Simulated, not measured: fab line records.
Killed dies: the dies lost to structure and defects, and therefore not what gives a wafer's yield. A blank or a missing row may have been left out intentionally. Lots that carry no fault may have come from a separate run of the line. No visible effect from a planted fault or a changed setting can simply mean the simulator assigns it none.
fab line records	flow gf180mcu
record lots=13	wafers=36	lastDay=34
route steps=602 shown POLY_GATE@170 HV_LDD@185
lots that met no fault: taken from a fault-free run of the same line
startH: the number of hours between the record's first day and the start of the first shown wafer of the lot	waitH: how many hours have passed since the lot's step before this one	" same as the row above	L1.1+2: one row covering several wafers at once	- value missing, or start not given	* or withheld: withheld	< > ~ a bound
route shown NAME@n: NAME is a module with steps in the file, n the number in the route of the first one	usual: mean/standard deviation of fault-free wafers	same: alike in all rows	chamber/n: place in a boat	sites: readings site by site	_std_site: standard deviation across them	_edge_site: outer sites' mean less inner sites'	radiusMm: for every site, how far away it sits from the centre of the wafer	mask NAME#n: copy n	behind: the most recent tool/chamber to have shaped the wafer	hold: why the lot went on hold/how many hours it stayed there/how the hold came to an end	device: the transistor (n, p or np) that didn't switch	end of line: tests of these same wafers at the route's end	a step without rows: its recipe alone	killed: count of dies lost to structure and defects at first sort (not the wafer's yield)	map: a wafer's dies, marking killed ones x, the rest . and places with no die _
set.NAME: the setting the step ran with; set.NAME@STEP: the setting that earlier step ran with	model.NAME: the simulator's own value behind a step, which no gauge read
a sample of lots followed through the steps of the route, with each step as a table and each wafer as a row
services: when a tool's chamber went out of use (startH, in hours from the record's first day, below 0 if earlier), for how many hours, and the reason
## steps
# step GF_POLY_GATE_ETCH_13
# recipe target=poly-Si	targetDepthNm=198.5	stopOn=SiO2	overEtchFrac=0.403	chemistry=HBr/Cl2	icpW=400	biasW=100	pressureMtorr=10	HBr_flow_sccm=150	Cl2_flow_sccm=50	timeS=69.6
# usual drypumpMotorCurrentA=6.1/0.36	oesProductAu=0.983/0.011	throttleValvePct=33.684/0.01
lot.wafer	tool	chamber	startH	waitH	drypumpMotorCurrentA	oesProductAu	rfHoursCounterH	throttleValvePct
L423.1	rieSi-01	2	213.48	-	5.9	0.994	15	33.677
L423.4	"	1	"	"	6.3	0.989	42	33.674
L423.5	"	3	"	"	6.3	0.987	-	33.689
L428.3	rieSi-02	2	219.29	-	5.8	0.972	1	33.681
L428.4	"	0	"	"	5.8	0.985	75	33.696
L428.6	"	0	"	"	5.8	0.980	-	33.687
L429.4	rieSi-02	1	223.69	-	6.5	0.985	21	33.670
L429.6	"	2	"	"	5.8	0.964	-	33.701
L430.1	rieSi-01	1	232.40	-	6.3	0.997	42	33.689
L430.3	"	3	"	"	6.4	0.996	58	33.687
L430.4	"	0	"	"	5.5	0.984	3	33.681
L431.1	rieSi-01	3	236.19	-	6.3	0.990	58	33.683
L431.2	"	0	"	"	5.5	0.989	3	33.689
L433.2	rieSi-01	3	248.35	-	6.3	0.996	58	33.695
L433.6	"	2	"	"	5.8	0.988	-	33.689
L437.3	rieSi-02	1	274.44	-	6.4	0.973	21	33.702
L437.5	"	0	"	"	5.8	0.980	-	33.694
L437.6	"	1	"	"	6.5	0.975	-	33.696
L441.1	rieSi-02	2	307.24	-	5.8	0.968	2	33.701
L441.2	"	1	"	"	6.5	0.973	22	33.691
L441.4	"	3	"	"	6.5	0.976	2	33.672
L442.1	rieSi-02	1	312.79	-	6.5	0.983	22	33.691
L442.3	"	0	"	"	5.8	0.973	76	33.668
L442.6	"	1	"	"	6.5	0.977	-	33.687
L443.1	rieSi-02	3	325.75	-	6.6	0.995	2	33.690
L443.5	"	1	"	"	6.5	0.984	-	33.681
L443.6	"	2	"	"	5.8	0.965	-	33.682
L444.2	rieSi-02	3	331.95	-	6.5	0.986	2	33.668
L444.3	"	2	"	"	5.8	0.980	2	33.693
L444.4	"	0	"	"	5.8	0.969	76	33.695
L445.3	rieSi-01	0	341.35	-	5.5	0.960	4	33.695
L445.4	"	1	"	"	6.3	0.996	43	33.702
L445.5	"	0	"	"	5.5	0.967	-	33.668
L446.3	rieSi-02	0	347.04	-	5.8	0.972	76	33.700
L446.4	"	2	"	"	5.8	0.973	-	33.675
L446.6	"	0	"	"	5.8	0.980	-	33.685
# step GF_HV_LDD_IMPLANT_09
# recipe species=As	energyKev=40	doseCm2=1e+14	tiltDeg=7
# usual endStationPressureTorr=5.46e-06/2.6e-07
lot.wafer	tool	chamber	startH	waitH	endStationPressureTorr
L423.1	implanter-01	0	232.14	0.0	5.81e-06
L423.4	"	0	"	"	5.76e-06
L423.5	"	0	"	"	5.37e-06
L428.3	implanter-01	0	237.79	0.1	5.27e-06
L428.4	"	0	"	"	5.52e-06
L428.6	"	0	"	"	5.54e-06
L429.4	implanter-01	0	245.17	0.1	5.24e-06
L429.6	"	0	"	"	5.21e-06
L430.1	implanter-04	0	251.94	0.0	5.43e-06
L430.3	"	0	"	"	5.35e-06
L430.4	"	0	"	"	5.87e-06
L431.1	implanter-01	0	256.29	0.0	5.84e-06
L431.2	"	0	"	"	5.56e-06
L433.2	implanter-01	0	267.92	0.0	5.2e-06
L433.6	"	0	"	"	5.73e-06
L437.3	implanter-03	0	294.49	0.1	5.3e-06
L437.5	"	0	"	"	5.19e-06
L437.6	"	0	"	"	5.41e-06
L441.1	implanter-03	0	331.64	0.0	5.76e-06
L441.2	"	0	"	"	5.71e-06
L441.4	"	0	"	"	5.5e-06
L442.1	implanter-03	0	335.94	0.0	5.69e-06
L442.3	"	0	"	"	5.43e-06
L442.6	"	0	"	"	5.37e-06
L443.1	implanter-01	0	348.89	0.0	5.45e-06
L443.5	"	0	"	"	5.71e-06
L443.6	"	0	"	"	5.77e-06
L444.2	implanter-03	0	355.16	0.0	5.06e-06
L444.3	"	0	"	"	5.62e-06
L444.4	"	0	"	"	5.39e-06
L445.3	implanter-01	0	365.14	0.1	5.24e-06
L445.4	"	0	"	"	5.25e-06
L445.5	"	0	"	"	5.38e-06
L446.3	implanter-01	0	371.44	0.1	5.23e-06
L446.4	"	0	"	"	5.2e-06
L446.6	"	0	"	"	5.59e-06
# step GF_HV_LDD_TW_MEAS_11
# usual HV_LDD_TW=2415/18
lot.wafer	tool	chamber	startH	waitH	HV_LDD_TW
L423.1	filmMetro-02	-	232.39	0.1	2372
L423.4	"	-	"	"	2373
L423.5	"	-	"	"	2377
L428.3	filmMetro-03	-	238.01	0.1	2431
L428.4	"	-	"	"	2429
L428.6	"	-	"	"	2419
L429.4	filmMetro-03	-	245.37	0.1	2430
L429.6	"	-	"	"	2339
L430.1	filmMetro-03	-	252.19	0.1	2427
L430.3	"	-	"	"	2435
L430.4	"	-	"	"	2425
L431.1	filmMetro-01	-	256.54	0.1	2413
L431.2	"	-	"	"	2329
L433.2	filmMetro-01	-	268.15	0.1	2331
L433.6	"	-	"	"	2342
L437.3	filmMetro-03	-	294.71	0.1	2439
L437.5	"	-	"	"	2439
L437.6	"	-	"	"	2419
L441.1	filmMetro-01	-	331.89	0.1	2416
L441.2	"	-	"	"	2390
L441.4	"	-	"	"	2408
L442.1	filmMetro-03	-	336.19	0.1	2401
L442.3	"	-	"	"	2413
L442.6	"	-	"	"	2413
L443.1	filmMetro-01	-	349.14	0.1	2421
L443.5	"	-	"	"	2414
L443.6	"	-	"	"	2422
L444.2	filmMetro-03	-	355.40	0.1	2410
L444.3	"	-	"	"	2406
L444.4	"	-	"	"	2421
L445.3	filmMetro-03	-	365.36	0.1	2432
L445.4	"	-	"	"	2428
L445.5	"	-	"	"	2431
L446.3	filmMetro-02	-	371.66	0.1	2357
L446.4	"	-	"	"	2364
L446.6	"	-	"	"	2349
# step GF_HV_LDD_STRIP_37
# recipe chemistry=O2/N2	powerW=1400	pressureMtorr=1500	platenTempC=250	o2FlowSccm=3000	n2FlowSccm=300	overashFraction=0.5
# usual drypumpMotorCurrentA=5.5/0.49	heaterPowerW=323/37	n2FlowSccm=300.0/0.9	oesProductAu=0.716/0.0043	stripTimeToEndpointS=12.66/0.032
lot.wafer	tool	chamber	startH	waitH	drypumpMotorCurrentA	heaterPowerW	n2FlowSccm	oesProductAu	rfHoursCounterH	stripTimeToEndpointS
L423.1	plasmaAsher-02	0	268.79	0.1	6.2	426	300.1	0.717	16	12.65
L423.4	"	1	"	"	6.0	329	300.4	0.720	-	12.63
L423.5	"	1	"	"	6.0	334	301.0	0.717	-	12.66
L428.3	plasmaAsher-04	1	274.02	0.1	5.9	333	299.6	0.720	-	12.68
L428.4	"	0	"	"	6.0	334	299.0	0.716	-	12.69
L428.6	"	1	"	"	5.9	335	301.6	0.722	-	12.67
L429.4	plasmaAsher-01	1	283.32	0.1	4.9	297	300.3	0.719	-	12.70
L429.6	"	0	"	"	5.2	316	299.0	0.717	-	12.67
L430.1	plasmaAsher-02	1	290.49	0.1	6.0	323	300.4	0.723	18	12.68
L430.3	"	0	"	"	6.2	410	301.1	0.720	-	12.65
L430.4	"	1	"	"	6.0	325	300.7	0.714	-	12.69
L431.1	plasmaAsher-01	1	293.99	0.1	4.9	297	299.6	0.717	50	12.71
L431.2	"	0	"	"	5.2	317	299.1	0.710	50	12.62
L433.2	plasmaAsher-04	0	307.89	0.1	6.0	321	300.3	0.715	71	12.68
L433.6	"	1	"	"	6.0	332	299.7	0.721	-	12.67
L437.3	plasmaAsher-02	0	335.72	0.1	6.2	412	299.6	0.717	-	12.69
L437.5	"	1	"	"	6.0	323	298.7	0.714	-	12.70
L437.6	"	0	"	"	6.2	428	299.4	0.714	-	12.69
L441.1	plasmaAsher-01	1	378.09	0.1	5.0	289	300.0	0.718	60	12.67
L441.2	"	0	"	"	5.2	311	300.4	0.718	60	12.62
L441.4	"	0	"	"	5.2	318	300.2	0.716	-	12.68
L442.1	plasmaAsher-01	0	383.29	0.1	5.2	307	299.7	0.707	60	12.63
L442.3	"	0	"	"	5.2	314	299.0	0.712	-	12.62
L442.6	"	1	"	"	5.0	285	301.0	0.713	-	12.62
L443.1	plasmaAsher-01	1	397.34	0.1	5.0	289	299.1	0.716	61	12.66
L443.5	"	0	"	"	5.2	316	299.9	0.707	-	12.68
L443.6	"	1	"	"	5.0	292	297.6	0.712	-	12.66
L444.2	plasmaAsher-02	0	404.14	0.1	6.2	423	301.2	0.725	27	12.70
L444.3	"	0	"	"	6.2	427	301.5	0.719	-	12.66
L444.4	"	1	"	"	6.0	328	299.1	0.710	-	12.64
L445.3	plasmaAsher-01	0	415.02	0.1	5.2	311	297.7	0.711	-	12.60
L445.4	"	1	"	"	5.0	286	298.9	0.710	-	12.63
L445.5	"	0	"	"	5.2	321	298.7	0.719	-	12.66
L446.3	plasmaAsher-01	1	421.32	0.1	5.0	294	301.2	0.710	-	12.61
L446.4	"	0	"	"	5.2	313	299.0	0.721	-	12.61
L446.6	"	0	"	"	5.2	320	299.2	0.717	-	12.62
# step GF_HV_LDD_OVL_MEAS_47
# usual HV_LDD_03_OVL=0.9/1.7
lot.wafer	tool	chamber	startH	waitH	HV_LDD_03_OVL[nm]
L423.1	overlay-01	-	288.35	0.1	0.7
L423.4	"	-	"	"	2.5
L423.5	"	-	"	"	-0.5
L428.3	overlay-02	-	292.46	0.1	2.8
L428.4	"	-	"	"	3.0
L428.6	"	-	"	"	1.1
L429.4	overlay-01	-	301.92	0.1	0.4
L429.6	"	-	"	"	1.2
L430.1	overlay-02	-	310.15	0.1	3.1
L430.3	"	-	"	"	2.7
L430.4	"	-	"	"	1.9
L431.1	overlay-02	-	313.65	0.1	2.1
L431.2	"	-	"	"	1.8
L433.2	overlay-02	-	328.51	0.1	-0.7
L433.6	"	-	"	"	-0.8
L437.3	overlay-01	-	358.06	0.1	-1.1
L437.5	"	-	"	"	0.5
L437.6	"	-	"	"	-0.6
L441.1	overlay-01	-	402.90	0.1	-0.9
L441.2	"	-	"	"	-2.4
L441.4	"	-	"	"	-0.9
L442.1	overlay-02	-	408.73	0.1	1.8
L442.3	"	-	"	"	1.4
L442.6	"	-	"	"	2.2
L443.1	overlay-01	-	422.45	0.1	0.8
L443.5	"	-	"	"	-0.2
L443.6	"	-	"	"	2.8
L444.2	overlay-02	-	429.50	0.1	0.2
L444.3	"	-	"	"	3.2
L444.4	"	-	"	"	2.9
L445.3	overlay-02	-	440.06	0.1	2.6
L445.4	"	-	"	"	1.9
L445.5	"	-	"	"	1.6
L446.3	overlay-01	-	446.26	0.1	2.6
L446.4	"	-	"	"	2.6
L446.6	"	-	"	"	3.1
# step GF_HV_LDD_RS_MEAS_53
# recipe thkMeasGauge=four-point-probe
# usual HV_LDD_RS=418.2/0.94
lot.wafer	tool	chamber	startH	waitH	HV_LDD_RS[ohm/sq]
L423.1	filmMetro-02	-	288.81	0.1	418.4
L423.4	"	-	"	"	418.8
L423.5	"	-	"	"	418.0
L428.3	filmMetro-03	-	292.95	0.1	418.0
L428.4	"	-	"	"	417.5
L428.6	"	-	"	"	418.9
L429.4	filmMetro-01	-	302.43	0.1	418.1
L429.6	"	-	"	"	442.5
L430.1	filmMetro-01	-	310.61	0.1	418.3
L430.3	"	-	"	"	417.7
L430.4	"	-	"	"	419.4
L431.1	filmMetro-01	-	314.13	0.1	418.1
L431.2	"	-	"	"	440.7
L433.2	filmMetro-01	-	329.10	0.2	440.2
L433.6	"	-	"	"	440.9
L437.3	filmMetro-02	-	358.55	0.1	417.1
L437.5	"	-	"	"	417.6
L437.6	"	-	"	"	418.9
L441.1	filmMetro-03	-	403.37	0.1	419.4
L441.2	"	-	"	"	419.9
L441.4	"	-	"	"	419.2
L442.1	filmMetro-03	-	409.20	0.1	420.0
L442.3	"	-	"	"	419.6
L442.6	"	-	"	"	419.9
L443.1	filmMetro-02	-	422.97	0.1	416.1
L443.5	"	-	"	"	417.1
L443.6	"	-	"	"	418.4
L444.2	filmMetro-03	-	429.98	0.1	417.7
L444.3	"	-	"	"	418.3
L444.4	"	-	"	"	418.2
L445.3	filmMetro-03	-	440.56	0.1	418.4
L445.4	"	-	"	"	419.5
L445.5	"	-	"	"	418.6
L446.3	filmMetro-01	-	446.75	0.1	418.1
L446.4	"	-	"	"	418.1
L446.6	"	-	"	"	418.2
## services
tool	chamber	startH	hours	kind
plasmaAsher-02	-	199.56	2.5	repair
plasmaAsher-01	-	199.65	7.3	repair
rieSi-01	-	223.00	0.2	repair
implanter-01	-	225.90	6.0	repair
plasmaAsher-02	-	238.67	1.4	repair
plasmaAsher-02	-	279.30	4.5	repair
implanter-04	-	279.31	3.5	repair
implanter-03	-	283.23	2.6	pm
implanter-04	-	292.43	72.1	pm
rieSi-01	2	292.53	6.8	repair
plasmaAsher-02	-	300.37	22.3	repair
plasmaAsher-01	-	325.95	1.4	repair
rieSi-02	3	343.95	6.6	repair
implanter-03	-	359.21	3.7	repair
implanter-04	-	364.57	4.0	pm
rieSi-02	1	365.09	3.9	repair
rieSi-01	0	373.34	1.9	repair
implanter-03	-	382.25	1.4	repair
implanter-04	-	388.29	5.9	repair
implanter-03	-	390.97	6.6	pm
implanter-04	-	401.68	4.9	repair
implanter-04	-	409.49	1.5	repair
plasmaAsher-02	-	420.09	20.9	pm
plasmaAsher-04	-	421.25	9.0	pm
## key
firstSign step=GF_HV_LDD_TW_MEAS_11	reading=HV_LDD_TW	direction=down	sigmas=4.4	usual=2415	struck=2335
effect step=GF_HV_LDD_RS_MEAS_53	reading=HV_LDD_RS	direction=up	sigmas=24	usual=418.2	struck=441.1
metAt GF_HV_LDD_IMPLANT_09
struckLots L429,L431,L433
struckWafers L429.6,L431.2,L433.2,L433.6
testerLeftOut L429,L431,L433
notActingAt GF_POLY_GATE_ETCH_13,GF_HV_LDD_STRIP_37,GF_HV_LDD_OVL_MEAS_47
onsetBetween 237.79 245.17
fault kind=processParameterDrift	tool=implanter-01	chamber=-	onsetH=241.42	steps=GF_HV_LDD_IMPLANT_09	channel=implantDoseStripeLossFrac	offset=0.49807	shape=step	endH=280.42	scope=struckWafersOnly
# testerLeftOut: of these lots the tester's yield and bins aren't shown, on N5 and GAA mostly nor the transistor test; their killed dies are dies lost to structure and defects alone, not to doping, threshold or leakage, so they don't give the yield
